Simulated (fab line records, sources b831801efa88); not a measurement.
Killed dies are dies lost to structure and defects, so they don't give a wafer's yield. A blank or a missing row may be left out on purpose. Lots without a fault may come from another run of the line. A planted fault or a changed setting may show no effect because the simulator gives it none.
Which tool did it? | flow sfq_line | 15 lots, 45 wafers sampled, at 1 step of a route of 325

WHAT THE GAUGES READ, wafer by wafer
SFQ_M4_OVL_MEAS_926. Usual: M4_OVL 1 nm, standard deviation 4.8.
lot  | measured     | on         | M4_OVL (nm) | flag
L349 | day 45 12:05 | overlay-02 | -11 -1 -1   |
L350 | day 45 21:53 | overlay-02 | -1 2 -5     |
L351 | day 46 02:23 | overlay-02 | -4 0 2      |
L354 | day 46 10:55 | overlay-02 | 3 7 10      |
L355 | day 46 20:35 | overlay-01 | -7 -3 -3    |
L356 | day 47 02:36 | overlay-01 | -8 2 -6     |
L358 | day 48 14:45 | overlay-01 | 1 -1 3      |
L361 | day 49 14:28 | overlay-02 | -1 1 -13    |
L362 | day 49 21:30 | overlay-02 | 6 5 3       |
L363 | day 49 23:54 | overlay-02 | -1 8 -7     |
L365 | day 50 13:19 | overlay-01 | 11 0 -4     |
L368 | day 51 10:53 | overlay-02 | 7 7 2       |
L369 | day 51 19:20 | overlay-01 | 7 5 5       |
L370 | day 51 20:32 | overlay-01 | 3 8 1       |
L371 | day 52 20:24 | overlay-02 | 4 3 -3      |

WHICH TOOL RAN EACH LOT (tool, then ch and the chambers of the sampled wafers, then the start)
The record holds no process step before these readings.

WHAT THE TOOLS THEMSELVES READ (means of the sampled wafers that have a number; where no wafer has one, the mark that the record gives instead)
The record holds no such reading with a usual standard deviation.

THE ANSWER, worked out from the rows above alone
Rule: a lot is off if the mean of its wafers that have a number lies more than 3 standard deviations from the usual mean. A lot without any number at a reading at which 4 lots or more have one is off too. The other lots that the step has rows for count as sound. The gauges are gone through in route order, then the tools' own readings, and for those a lot's mean is taken as printed above. The first step at which some lot is off is used, and at that step the reading that is off furthest; a lot without a number counts as furthest.
No lot is off at any reading shown: from this, nothing can be told.

WHAT THE SIMULATOR HAD PUT IN
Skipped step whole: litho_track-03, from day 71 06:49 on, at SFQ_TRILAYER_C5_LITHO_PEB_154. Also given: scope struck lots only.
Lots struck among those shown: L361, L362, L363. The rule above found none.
